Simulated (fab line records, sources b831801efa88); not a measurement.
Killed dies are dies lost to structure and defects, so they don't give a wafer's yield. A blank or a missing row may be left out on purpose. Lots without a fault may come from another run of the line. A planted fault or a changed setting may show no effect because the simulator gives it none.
fab line records | flow sky130
record lots=7 wafers=21 last_day=50
route steps=708 shown SONOS_ONO@180 GATE_OXIDE@187 PAD_OPEN@708
lots that met no fault: from a run of the same line without faults
start_h: hours from the record's first day to the start of the lot's first wafer shown | wait_h: hours since the lot's step before | " the same as in the row above | L1.1+2: a row that stands for several wafers | - no value, or no start given | * or withheld: withheld | < > ~ a bound
route shown NAME@n: a module of which the file shows steps, and the number in the route of the first | usual: mean/standard deviation of fault-free wafers | same: alike in all rows | chamber/n: place in a boat | sites: the reading at each site | _std_site: their standard deviation | _edge_site: outer sites' mean less inner sites' | radius_mm: how far each site lies from the wafer's centre | mask NAME#n: copy n | behind: the tool/chamber that last shaped the wafer | hold: why the lot was held/for how many hours/how that ended | device: the transistor (n, p or np) that didn't switch | end of line: the same wafers' tests at the end of the route | a step without rows: its recipe alone | killed: dies lost to structure and defects at the first sort, not the wafer's yield | map: a wafer's dies, x killed, . not, _ none there
set.NAME: the setting as run; set.NAME@STEP: as run at that earlier step | model.NAME: the simulator's own value behind a step, which no gauge read
lots at some steps of the route; a table a step, a row a wafer
services: from which hour (start_h, from the record's first day; less than 0 if before it) a tool's chamber was out of use, for how many hours, and why
## steps
# step SKY_SONOS_ONO_DEVELOP_12
# recipe develop_time_s=60 dev_temp_c=24.13
# step SKY_SONOS_ONO_CD_MEAS_13
# recipe target_cd_nm=410
# usual cd_nm=409.0/2.5
# columns lot.wafer tool chamber start_h wait_h cd_nm
L695.1 cd_sem-02 - 340.68 0.1 406.0
L695.5 " - " " 405.8
L695.6 " - " " 406.8
L701.1 cd_sem-01 - 395.58 0.1 411.1
L701.2 " - " " 411.8
L701.4 " - " " 411.2
L702.3 cd_sem-02 - 405.27 0.1 410.1
L702.5 " - " " 407.5
L702.6 " - " " 408.3
L703.2 cd_sem-01 - 415.50 0.1 413.1
L703.4 " - " " 409.0
L703.5 " - " " 413.1
L705.1 cd_sem-02 - 427.88 0.1 408.6
L705.4 " - " " 409.6
L705.5 " - " " 408.2
L708.1 cd_sem-02 - 464.23 0.1 405.2
L708.3 " - " " 406.3
L708.6 " - " " 405.7
L709.2 cd_sem-02 - 469.30 0.1 410.9
L709.3 " - " " 411.3
L709.4 " - " " 408.7
# step SKY_SONOS_ONO_OVL_MEAS_14
# usual SONOS_ONO_OVL=-0.8/1.2
# columns lot.wafer tool chamber start_h wait_h SONOS_ONO_OVL[nm]
L695.1 overlay-02 - 340.80 0.1 -0.7
L695.5 " - " " -1.0
L695.6 " - " " -2.1
L701.1 overlay-02 - 395.70 0.1 0.3
L701.2 " - " " -0.7
L701.4 " - " " -0.4
L702.3 overlay-02 - 405.36 0.1 0.7
L702.5 " - " " -1.2
L702.6 " - " " 1.0
L703.2 overlay-01 - 415.60 0.1 -0.5
L703.4 " - " " -0.6
L703.5 " - " " -1.5
L705.1 overlay-01 - 428.00 0.1 0.8
L705.4 " - " " 2.1
L705.5 " - " " -0.4
L708.1 overlay-02 - 464.35 0.1 1.0
L708.3 " - " " 0.4
L708.6 " - " " 0.4
L709.2 overlay-01 - 469.40 0.1 -4.0
L709.3 " - " " -2.4
L709.4 " - " " -2.3
# step SKY_SONOS_ONO_ETCH_15
# recipe target_depth_nm=19.52 chemistry=CHF3/O2 source_w=600 bias_w=200 pressure_mtorr=40 chf3_flow_sccm=50 O2_flow_sccm=5 time_s=7.8
# usual drypump_motor_current_A=6.0/0.38 oes_product_au=0.998/0.0087 throttle_valve_pct=8.823/0.009
# columns lot.wafer tool chamber start_h wait_h drypump_motor_current_A oes_product_au rf_hours_counter_h throttle_valve_pct
L695.1 rie_diel-03 0 340.83 0.0 6.1 0.992 37 8.833
L695.5 " 2 " " 6.2 0.987 - 8.809
L695.6 " 3 " " 5.8 0.985 - 8.832
L701.1 rie_diel-03 3 395.73 0.0 5.8 0.999 91 8.816
L701.2 " 0 " " 6.1 0.992 38 8.833
L701.4 " 2 " " 6.2 1.007 1 8.816
L702.3 rie_diel-01 3 405.39 0.0 5.2 0.984 2 8.827
L702.5 " 3 " " 5.2 1.003 - 8.802
L702.6 " 2 " " 6.4 1.000 - 8.834
L703.2 rie_diel-01 0 415.63 0.0 6.2 0.990 5 8.809
L703.4 " 3 " " 5.3 0.984 2 8.827
L703.5 " 1 " " 5.9 1.004 - 8.813
L705.1 rie_diel-04 3 428.03 0.0 5.4 1.009 2 8.833
L705.4 " 2 " " 6.2 0.998 4 8.817
L705.5 " 2 " " 6.2 1.010 - 8.818
L708.1 rie_diel-04 0 464.39 0.0 6.1 0.987 0 8.809
L708.3 " 2 " " 6.1 0.992 5 8.824
L708.6 " 1 " " 6.2 0.999 - 8.833
L709.2 rie_diel-04 1 469.43 0.0 6.2 1.003 45 8.816
L709.3 " 3 " " 5.5 0.998 3 8.835
L709.4 " 2 " " 6.2 1.002 5 8.827
# step SKY_SONOS_ONO_WET_ETCH_16
# recipe chemistry=dHF target_depth_nm=14 dry=n2_spin target=SiO2 dilution=100:1 temp_c=25 time_s=280
# step SKY_SONOS_ONO_STRIP_17
# recipe chemistry=O2/N2 power_w=1400 pressure_mtorr=1500 platen_temp_c=withheld o2_flow_sccm=3000 n2_flow_sccm=300 overash_fraction=0.5
# usual drypump_motor_current_A=5.6/0.33 oes_product_au=0.710/0.0045 strip_time_to_endpoint_s=14.11/0.046
# columns lot.wafer tool chamber start_h wait_h drypump_motor_current_A oes_product_au rf_hours_counter_h strip_time_to_endpoint_s
L695.1 plasma_asher-03 0 340.94 0.0 5.6 0.707 69 14.05
L695.5 " 1 " " 5.8 0.707 - 14.10
L695.6 " 0 " " 5.6 0.709 - 14.07
L701.1 plasma_asher-01 1 395.85 0.0 5.1 0.704 61 14.10
L701.2 " 0 " " 5.7 0.713 61 14.14
L701.4 " 1 " " 5.1 0.706 - 14.12
L702.3 plasma_asher-03 1 405.53 0.0 5.7 0.713 - 14.09
L702.5 " 0 " " 5.6 0.705 - 14.13
L702.6 " 1 " " 5.7 0.710 - 14.13
L703.2 plasma_asher-03 0 415.75 0.0 5.6 0.710 77 14.13
L703.4 " 0 " " 5.6 0.711 - 14.13
L703.5 " 0 " " 5.6 0.713 - 14.16
L705.1 plasma_asher-01 1 428.14 0.0 5.1 0.706 64 14.06
L705.4 " 0 " " 5.7 0.713 - 14.08
L705.5 " 0 " " 5.7 0.705 - 14.06
L708.1 plasma_asher-01 0 464.50 0.0 5.7 0.707 70 14.05
L708.3 " 1 " " 5.1 0.699 - 14.10
L708.6 " 0 " " 5.7 0.708 - 14.07
L709.2 plasma_asher-04 1 469.55 0.0 6.2 0.705 75 14.14
L709.3 " 1 " " 6.2 0.700 - 14.16
L709.4 " 0 " " 5.8 0.710 - 14.16
# step SKY_SONOS_ONO_WET_ETCH_18
# recipe chemistry=H3PO4 target_depth_nm=15 target=Si3N4 temp_c=160 time_s=172
# step SKY_GATE_OXIDE_CLEAN_00
# recipe chemistry=SC1/SC2 mix=1:4:20 temp_c=70 time_s=150 dry=n2_spin
# step SKY_GATE_OXIDE_OXIDATION_01
# recipe temp_c=900 ambient=O2 stabilise_s=600 purge_s=300 target_thk_a=102.68 ox_time_s=1473
# step SKY_GATE_OXIDE_THK_MEAS_02
# recipe reads=SiO2_of_GATE_OXIDE_OXIDATION_01
# usual GATE_OXIDE_OXIDATION_00_THK=10.25/0.15
# columns lot.wafer tool chamber start_h wait_h GATE_OXIDE_OXIDATION_00_THK[nm]
L695.1 film_metro-01 - 347.16 0.0 10.17
L695.5 " - " " 10.27
L695.6 " - " " 10.28
L701.1 film_metro-03 - 398.84 0.0 10.24
L701.2 " - " " 10.32
L701.4 " - " " 10.33
L702.3 film_metro-03 - 407.73 0.0 10.25
L702.5 " - " " 10.38
L702.6 " - " " 10.25
L703.2 film_metro-03 - 418.05 0.0 10.14
L703.4 " - " " 10.20
L703.5 " - " " 10.47
L705.1 film_metro-02 - 429.75 0.0 10.29
L705.4 " - " " 10.27
L705.5 " - " " 10.10
L708.1 film_metro-03 - 466.50 0.0 10.17
L708.3 " - " " 10.20
L708.6 " - " " 10.23
L709.2 film_metro-03 - 471.17 0.0 10.27
L709.3 " - " " 10.27
L709.4 " - " " 10.38
# step SKY_GATE_OXIDE_DEHYDRATE_03
# recipe temp_c=200 time_s=60
# step SKY_GATE_OXIDE_HMDS_04
# recipe prime_time_s=60 prime_temp_c=120
# step SKY_GATE_OXIDE_COAT_05
# recipe resist=NOVOLAK spin_rpm=3000 resist_thk_nm=1140
# usual chill_plate_temp_C=22.99/0.11 dispense_pressure_kPa=52/4.4
# columns lot.wafer tool chamber start_h wait_h chill_plate_temp_C dispense_pressure_kPa
L695.1 litho_track-01 0 359.78 0.1 22.95 47
L695.5 " 0 " " 23.06 47
L695.6 " 0 " " 22.92 47
L701.1 litho_track-01 - 413.08 0.1 - -
L701.2 " - " " - -
L701.4 " - " " - -
L702.3 litho_track-03 - 421.88 0.1 - -
L702.5 " - " " - -
L702.6 " - " " - -
L703.2 litho_track-04 - 432.74 0.1 - -
L703.4 " - " " - -
L703.5 " - " " - -
L705.1 litho_track-01 0 444.63 0.1 22.92 47
L705.4 " 0 " " 22.89 47
L705.5 " 0 " " 22.65 47
L708.1 litho_track-04 0 481.72 0.1 23.09 57
L708.3 " 0 " " 23.08 57
L708.6 " 0 " " 23.14 57
L709.2 litho_track-03 0 485.95 0.1 23.01 55
L709.3 " 0 " " 23.19 55
L709.4 " 0 " " 23.11 55
# step SKY_GATE_OXIDE_SOFTBAKE_06
# recipe temp_c=90 time_s=60 resist=NOVOLAK
# step SKY_GATE_OXIDE_EXPOSE_07
# recipe mask_id=LVOM na=0.6 source_shape=conventional sigma_outer=0.6 polarization=unpolarized target_cd_nm=600 dose_mj=170
# step SKY_GATE_OXIDE_PEB_08
# recipe temp_c=withheld time_s=* resist=NOVOLAK
# step SKY_GATE_OXIDE_DEVELOP_09
# recipe resist=NOVOLAK developer=TMAH develop_time_s=60 dev_temp_c=23
# step SKY_GATE_OXIDE_OVL_MEAS_10
# usual GATE_OXIDE_OVL=1.4/1.4
# columns lot.wafer tool chamber start_h wait_h GATE_OXIDE_OVL[nm]
L695.1 overlay-02 - 374.77 0.1 0.7
L695.5 " - " " 1.0
L695.6 " - " " 0.3
L701.1 overlay-01 - 428.53 0.1 -
L701.2 " - " " -
L701.4 " - " " -
L702.3 overlay-02 - 437.69 0.1 -
L702.5 " - " " -
L702.6 " - " " -
L703.2 overlay-01 - 447.73 0.1 -
L703.4 " - " " -
L703.5 " - " " -
L705.1 overlay-01 - 460.67 0.1 2.8
L705.4 " - " " 1.1
L705.5 " - " " 1.8
L708.1 overlay-01 - 497.17 0.1 2.6
L708.3 " - " " 1.4
L708.6 " - " " 2.4
L709.2 overlay-02 - 501.83 0.1 2.5
L709.3 " - " " 2.0
L709.4 " - " " 0.7
# step SKY_GATE_OXIDE_IMPLANT_11
# recipe species=B energy_kev=10 dose_cm2=2.6e+12 tilt_deg=withheld
# step SKY_PAD_OPEN_PROBE_99
# usual killed_at_M0_to_M3=44/7.3 killed_at_M4_up=3.4/1.7 killed_at_contacts=24/5.3 killed_at_front_end=15/4.1 killed_at_other=0.4/0.68 killed_dies=87/9.5 killed_on_rim=17/3.8 killed_open=48/7.1 killed_short=39/5.8
# same gross_dies=492 killed_at_back_side=0
# columns lot.wafer tool chamber start_h wait_h hold killed_at_M0_to_M3 killed_at_M4_up killed_at_contacts killed_at_front_end killed_at_other killed_dies killed_on_rim killed_open killed_short
L695.1 prober-02 - 1122.40 0.1 - 45 3 21 20 0 89 19 48 40
L695.5 prober-02 - 1122.60 0.2 - 50 1 19 17 2 89 14 40 47
L695.6 prober-02 - 1122.65 0.2 - 59 2 17 14 0 92 17 53 39
L701.1 prober-02 - 1155.00 0.1 await_dispo/1.8h/scrap 53 4 32 403 0 492 96 55 50
L701.2 prober-02 - 1155.05 0.1 await_dispo/1.8h/scrap 36 2 29 425 0 492 96 44 34
L701.4 prober-02 - 1155.15 0.2 await_dispo/1.8h/scrap 31 1 29 430 1 492 96 44 29
L702.3 prober-01 - 1175.24 0.2 await_dispo/3.9h/scrap 49 2 29 412 0 492 96 42 46
L702.5 prober-01 - 1175.34 0.2 await_dispo/3.9h/scrap 42 5 19 426 0 492 96 43 33
L702.6 prober-01 - 1175.39 0.2 await_dispo/3.9h/scrap 30 2 30 430 0 492 96 46 30
L705.1 prober-01 - 1176.64 0.1 - 58 3 23 19 0 103 19 71 32
L705.4 prober-01 - 1176.79 0.2 - 57 3 22 18 0 100 15 55 45
L705.5 prober-01 - 1176.84 0.2 - 51 3 24 9 0 87 20 43 44
L703.2 prober-02 - 1177.39 0.1 await_dispo/3.0h/scrap 60 5 26 401 0 492 96 53 50
L703.4 prober-02 - 1177.49 0.2 await_dispo/3.0h/scrap 61 6 16 409 0 492 96 54 40
L703.5 prober-02 - 1177.54 0.2 await_dispo/3.0h/scrap 34 3 21 434 0 492 96 43 28
# killed by level:class
L695.1 CONTACT:geometric_particle:open=8 VIA3:geometric_particle:open=8 FIELD_ISO:geometric_particle:short=6 METAL1:geometric_particle:short=6 VIA1:geometric_particle:open=6 FIELD_ISO:geometric_particle:open=5 POLY_GATE:geometric_particle:open=5 LI_CONTACT:geometric_particle:open=5
L695.5 METAL2:geometric_particle:short=13 LOCAL_INTERCONNECT:geometric_particle:short=6 VIA1:geometric_particle:open=6 VIA2:geometric_particle:open=6 METAL1:geometric_particle:short=5 VIA3:geometric_particle:open=5 POLY_GATE:geometric_particle:open=4 POLY_GATE:geometric_particle:short=4
L695.6 VIA3:geometric_particle:open=13 VIA1:geometric_particle:open=12 VIA2:geometric_particle:open=7 METAL2:geometric_particle:short=7 CONTACT:geometric_particle:open=6 METAL3:geometric_particle:short=5 POLY_GATE:geometric_particle:open=4 LOCAL_INTERCONNECT:geometric_particle:short=4
L701.1 GATE_OXIDE:area_expose=387 CONTACT:geometric_particle:open=18 VIA3:geometric_particle:open=10 METAL2:geometric_particle:short=9 CONTACT:geometric_particle:short=7 METAL1:geometric_particle:short=7 VIA2:geometric_particle:open=7 VIA1:geometric_particle:open=6
L701.2 GATE_OXIDE:area_expose=414 CONTACT:geometric_particle:open=9 LI_CONTACT:geometric_particle:open=7 VIA1:geometric_particle:open=7 LOCAL_INTERCONNECT:geometric_particle:short=6 VIA2:geometric_particle:open=6 METAL2:geometric_particle:short=5 METAL1:geometric_particle:short=5
L701.4 GATE_OXIDE:area_expose=418 CONTACT:geometric_particle:open=12 LI_CONTACT:geometric_particle:open=7 VIA2:geometric_particle:open=7 CONTACT:geometric_particle:short=4 VIA1:geometric_particle:open=4 METAL2:geometric_particle:open=4 SONOS_ONO:geometric_particle:short=3
L702.3 GATE_OXIDE:area_expose=404 VIA1:geometric_particle:open=11 METAL1:geometric_particle:short=8 CONTACT:geometric_particle:open=8 LOCAL_INTERCONNECT:geometric_particle:short=7 VIA3:geometric_particle:open=7 LI_CONTACT:geometric_particle:open=6 CONTACT:geometric_particle:short=6
L702.5 GATE_OXIDE:area_expose=416 VIA1:geometric_particle:open=9 VIA3:geometric_particle:open=8 LI_CONTACT:geometric_particle:open=7 VIA2:geometric_particle:open=7 CONTACT:geometric_particle:open=5 VIA3:geometric_particle:short=5 LOCAL_INTERCONNECT:geometric_particle:short=4
L702.6 GATE_OXIDE:area_expose=414 CONTACT:geometric_particle:open=11 LI_CONTACT:geometric_particle:open=8 VIA1:geometric_particle:open=8 VIA3:geometric_particle:open=6 FIELD_ISO:geometric_particle:short=4 VIA1:geometric_particle:short=4 VIA2:geometric_particle:open=4
L705.1 VIA1:geometric_particle:open=17 CONTACT:geometric_particle:open=13 VIA2:geometric_particle:open=10 VIA3:geometric_particle:open=9 LI_CONTACT:geometric_particle:open=6 METAL1:geometric_particle:short=5 FIELD_ISO:geometric_particle:open=4 FIELD_ISO:geometric_particle:short=4
L705.4 VIA1:geometric_particle:open=13 METAL1:geometric_particle:short=9 VIA2:geometric_particle:open=7 LI_CONTACT:geometric_particle:open=6 CONTACT:geometric_particle:open=6 METAL3:geometric_particle:short=6 POLY_GATE:geometric_particle:open=5 VIA2:geometric_particle:short=5
L705.5 VIA1:geometric_particle:open=11 METAL1:geometric_particle:short=10 LI_CONTACT:geometric_particle:open=8 CONTACT:geometric_particle:open=8 VIA1:geometric_particle:short=7 POLY_GATE:geometric_particle:short=5 VIA2:geometric_particle:open=5 VIA3:geometric_particle:short=4
L703.2 GATE_OXIDE:area_expose=389 VIA1:geometric_particle:open=14 VIA3:geometric_particle:open=9 CONTACT:geometric_particle:open=8 METAL1:geometric_particle:short=7 VIA1:geometric_particle:short=7 VIA2:geometric_particle:open=7 LOCAL_INTERCONNECT:geometric_particle:short=6
L703.4 GATE_OXIDE:area_expose=397 VIA1:geometric_particle:open=14 VIA3:geometric_particle:open=8 METAL1:geometric_particle:short=7 VIA2:geometric_particle:open=7 CONTACT:geometric_particle:open=5 VIA1:geometric_particle:short=5 METAL3:geometric_particle:short=5
L703.5 GATE_OXIDE:area_expose=421 LI_CONTACT:geometric_particle:open=9 VIA1:geometric_particle:open=7 METAL1:geometric_particle:short=6 CONTACT:geometric_particle:open=5 VIA2:geometric_particle:open=4 FIELD_ISO:geometric_particle:open=3 POLY_GATE:geometric_particle:short=3
# map L701.1 (x killed, . not)
__________xxxxxxxxxx_________
________xxxxxxxxxxxxxx_______
______xxxxxxxxxxxxxxxxxx_____
_____xxxxxxxxxxxxxxxxxxxx____
____xxxxxxxxxxxxxxxxxxxxxx___
___xxxxxxxxxxxxxxxxxxxxxxxx__
__xxxxxxxxxxxxxxxxxxxxxxxxxx_
_xxxxxxxxxxxxxxxxxxxxxxxxxxxx
_xxxxxxxxxxxxxxxxxxxxxxxxxxxx
_xxxxxxxxxxxxxxxxxxxxxxxxxxxx
_xxxxxxxxxxxxxxxxxxxxxxxxxxxx
_xxxxxxxxxxxxxxxxxxxxxxxxxxxx
_xxxxxxxxxxxxxxxxxxxxxxxxxxxx
_xxxxxxxxxxxxxxxxxxxxxxxxxxxx
_xxxxxxxxxxxxxxxxxxxxxxxxxxxx
__xxxxxxxxxxxxxxxxxxxxxxxxxx_
___xxxxxxxxxxxxxxxxxxxxxxxx__
____xxxxxxxxxxxxxxxxxxxxxx___
_____xxxxxxxxxxxxxxxxxxxx____
______xxxxxxxxxxxxxxxxxx_____
________xxxxxxxxxxxxxx_______
__________xxxxxxxxxx_________
# map L702.3 (x killed, . not)
__________xxxxxxxxxx_________
________xxxxxxxxxxxxxx_______
______xxxxxxxxxxxxxxxxxx_____
_____xxxxxxxxxxxxxxxxxxxx____
____xxxxxxxxxxxxxxxxxxxxxx___
___xxxxxxxxxxxxxxxxxxxxxxxx__
__xxxxxxxxxxxxxxxxxxxxxxxxxx_
_xxxxxxxxxxxxxxxxxxxxxxxxxxxx
_xxxxxxxxxxxxxxxxxxxxxxxxxxxx
_xxxxxxxxxxxxxxxxxxxxxxxxxxxx
_xxxxxxxxxxxxxxxxxxxxxxxxxxxx
_xxxxxxxxxxxxxxxxxxxxxxxxxxxx
_xxxxxxxxxxxxxxxxxxxxxxxxxxxx
_xxxxxxxxxxxxxxxxxxxxxxxxxxxx
_xxxxxxxxxxxxxxxxxxxxxxxxxxxx
__xxxxxxxxxxxxxxxxxxxxxxxxxx_
___xxxxxxxxxxxxxxxxxxxxxxxx__
____xxxxxxxxxxxxxxxxxxxxxx___
_____xxxxxxxxxxxxxxxxxxxx____
______xxxxxxxxxxxxxxxxxx_____
________xxxxxxxxxxxxxx_______
__________xxxxxxxxxx_________
## services
# columns tool chamber start_h hours kind
rie_diel-04 3 321.39 - clean
rie_diel-04 3 321.39 16.5 scheduled_down
rie_diel-04 3 321.39 16.5 vent_cycle
rie_diel-01 - 327.79 1.6 repair
plasma_asher-04 - 344.96 1.2 repair
rie_diel-01 0 352.91 5.2 repair
rie_diel-04 2 395.77 9.7 repair
plasma_asher-01 - 401.66 2.2 repair
plasma_asher-03 - 421.25 9.0 pm
plasma_asher-03 0 421.25 9.0 vent_cycle
plasma_asher-03 1 421.25 9.0 vent_cycle
rie_diel-01 - 423.86 14.6 pm
rie_diel-04 0 428.74 - clean
rie_diel-04 0 428.74 23.0 scheduled_down
rie_diel-04 0 428.74 23.0 vent_cycle
plasma_asher-03 0 430.25 - clean
plasma_asher-03 - 437.93 28.1 pm
plasma_asher-04 - 443.83 16.5 repair
rie_diel-04 - 444.31 2.8 pm
rie_diel-01 0 446.05 9.3 repair
plasma_asher-04 - 448.47 1.4 repair
plasma_asher-04 - 452.09 12.5 repair
rie_diel-01 0 460.48 7.4 repair
rie_diel-01 2 469.36 5.0 repair
## key
first_sign step=SKY_GATE_OXIDE_COAT_05 reading=tool_record direction=missing
effect step=SKY_GATE_OXIDE_OVL_MEAS_10 reading=GATE_OXIDE_OVL direction=missing
effect step=SKY_PAD_OPEN_PROBE_99 reading=killed_at_front_end direction=up sigmas=99+ usual=15 struck=419
more_kills_born_at SKY_GATE_OXIDE_EXPOSE_07@iline_stepper-02=2426 SKY_GATE_OXIDE_EXPOSE_07@iline_stepper-01=1234
met_at SKY_GATE_OXIDE_COAT_05
struck_wafers L701.1,L701.2,L701.4,L702.3,L702.5,L702.6,L703.2,L703.4,L703.5
later_rows_left_out L701.1,L701.2,L701.4,L702.3,L702.5,L702.6,L703.2,L703.4,L703.5
tester_left_out L701,L702,L703
onset_between 359.78 413.08
fault kind=skipped_step_whole tool=litho_track-01,litho_track-03,litho_track-04 chamber=- onset_h=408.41 steps=SKY_GATE_OXIDE_COAT_05 scope=struck_lots_only
# tester_left_out: of these lots the tester's yield and bins aren't shown, on N5 and GAA mostly nor the transistor test; their killed dies are dies lost to structure and defects alone, not to doping, threshold or leakage, so they don't give the yield
# later_rows_left_out: the simulator's readings of these wafers behind a module that went badly wrong aren't trusted and aren't shown, but for the sort
